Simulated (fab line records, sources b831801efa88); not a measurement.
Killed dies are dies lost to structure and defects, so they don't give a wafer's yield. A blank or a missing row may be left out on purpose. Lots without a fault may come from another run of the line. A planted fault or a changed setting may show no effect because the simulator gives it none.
A struck lot beside a sound one | flow sky130 | 20 steps out of a route of 708
Sound: wafers L192.2, L192.3, L192.6. Struck: wafers L186.3, L186.4. The cause comes at the end.
At each step with rows: each side's tool, then ch and its chambers, then its first start. Under that, the readings that differ: sound wafers | struck wafers | difference of the means | sigmas: that difference in standard deviations of wafers without a fault.
alike: readings whose means differ by less than 2 such deviations, and words and numbers that are the same on both sides. not compared: withheld readings, readings that some wafer has no value for, bounds like >300 that may hide the same value, and numbers for which the record gives no deviation and whose values overlap.
The two part at a step that has a row with sigmas, a row that says differs or no value, or rows on one side only. Numbers that don't overlap but have no deviation are shown without sigmas and don't part them. A reading that every wafer of one side lacks parts them only if that side has two wafers or more.

first, 1 step without rows for these wafers: SKY_POLY_CUT_DEVELOP_07 (develop time 60 s).
SKY_POLY_CUT_CD_MEAS_08: target cd 270 nm.
  sound on cd_sem-01, day 31 21:07; struck on cd_sem-02, day 29 11:35
  alike: cd_nm
SKY_POLY_CUT_OVL_MEAS_09:
  sound on overlay-01, day 31 21:14; struck on overlay-01, day 29 11:41
  alike: POLY_CUT_OVL
SKY_POLY_CUT_ETCH_10: etches BARC in N2/H2, stops on SiO2, time 45.9 s, target depth 60 nm.
  sound on rie_diel-02 ch 0,2, day 31 21:16; struck on rie_diel-03 ch 0,3, day 29 11:43
  alike: drypump_motor_current_A, n2_flow_sccm, oes_product_au, throttle_valve_pct
  not compared: rf_hours_counter_h
SKY_POLY_CUT_ETCH_11: etches Si3N4 in CF4/CH2F2/Ar, stops on poly-Si, time 42.5 s, target depth 60 nm.
  sound on rie_diel-02 ch 0,2, day 31 21:18; struck on rie_diel-03 ch 0,3, day 29 11:45
  alike: drypump_motor_current_A, oes_product_au, throttle_valve_pct
  not compared: rf_hours_counter_h
SKY_POLY_CUT_STRIP_12: strips in O2/N2.
  sound on plasma_asher-02 ch 0,1, day 31 21:20; struck on plasma_asher-01 ch 0,1, day 29 11:49
  alike: drypump_motor_current_A, n2_flow_sccm, oes_product_au, strip_time_to_endpoint_s
  not compared: rf_hours_counter_h
then, 6 steps without rows for these wafers: SKY_SD_P_DEHYDRATE_00 (time 60 s); SKY_SD_P_HMDS_01 (prime time 60 s); SKY_SD_P_COAT_02 (resist thk 1140 nm); SKY_SD_P_SOFTBAKE_03 (time 60 s); SKY_SD_P_EXPOSE_04 (exposes mask PSDM, target cd 380 nm); SKY_SD_P_PEB_05.
SKY_SD_P_DEVELOP_06: develop time 60 s.
  sound on litho_track-02 ch 0, day 33 00:02; struck on litho_track-04 ch 0, day 30 15:37
SKY_SD_P_CD_MEAS_07: target cd 380 nm.
  sound on cd_sem-02, day 33 00:11; struck on cd_sem-01, day 30 15:45
  reading    | sound       | struck | difference                    | sigmas
  cd_nm (nm) | 386 384 382 | - -    | no value on the struck wafers |
SKY_SD_P_OVL_MEAS_08:
  sound on overlay-02, day 33 00:17; struck on overlay-01, day 30 15:50
  reading       | sound          | struck | difference                    | sigmas
  SD_P_OVL (nm) | -3.3 -1.3 -1.3 | - -    | no value on the struck wafers |
then, 1 step without rows for these wafers: SKY_SD_P_IMPLANT_09.
SKY_SD_P_STRIP_10: strips in O2/N2.
  sound on plasma_asher-01 ch 1, day 33 00:28; struck on plasma_asher-04 ch 0,1, day 30 16:03
  reading                      | sound             | struck      | difference | sigmas
  strip_time_to_endpoint_s (s) | 17.46 17.45 17.46 | 17.55 17.53 | +0.08      | +2
  alike: drypump_motor_current_A, n2_flow_sccm, oes_product_au
  not compared: rf_hours_counter_h
SKY_SD_P_TW_MEAS_11:
  sound on film_metro-02, day 33 00:34; struck on film_metro-02, day 30 16:08
  reading | sound          | struck | difference | sigmas
  SD_P_TW | 2850 2861 2850 | 30 30  | -2824      | -99 or more
then, 1 step without rows for these wafers: SKY_RES_XHIGH_DEHYDRATE_00 (time 60 s).
-- the record jumps here: 19 days lie between the struck wafers' starts before and after (it left off in module RES_XHIGH and takes up again in module PAD_OPEN, whose first step shown is number 708 of the route) --
SKY_PAD_OPEN_PROBE_99:
  sound on prober-02, day 50 19:14; struck on prober-02, day 49 09:16
  reading             | sound     | struck  | difference | sigmas
  killed_at_front_end | 20 15 22  | 422 433 | +408       | +89
  killed_dies         | 93 86 101 | 492 492 | +399       | +40
  killed_on_rim       | 21 20 17  | 96 96   | +77        | +19
  alike: killed_at_M0_to_M3, killed_at_M4_up, killed_at_contacts, killed_at_other, killed_open, killed_short

WHERE THEY PART
First at SKY_SD_P_CD_MEAS_07; last, within this record, at SKY_PAD_OPEN_PROBE_99.

WHY: what the simulator had put in
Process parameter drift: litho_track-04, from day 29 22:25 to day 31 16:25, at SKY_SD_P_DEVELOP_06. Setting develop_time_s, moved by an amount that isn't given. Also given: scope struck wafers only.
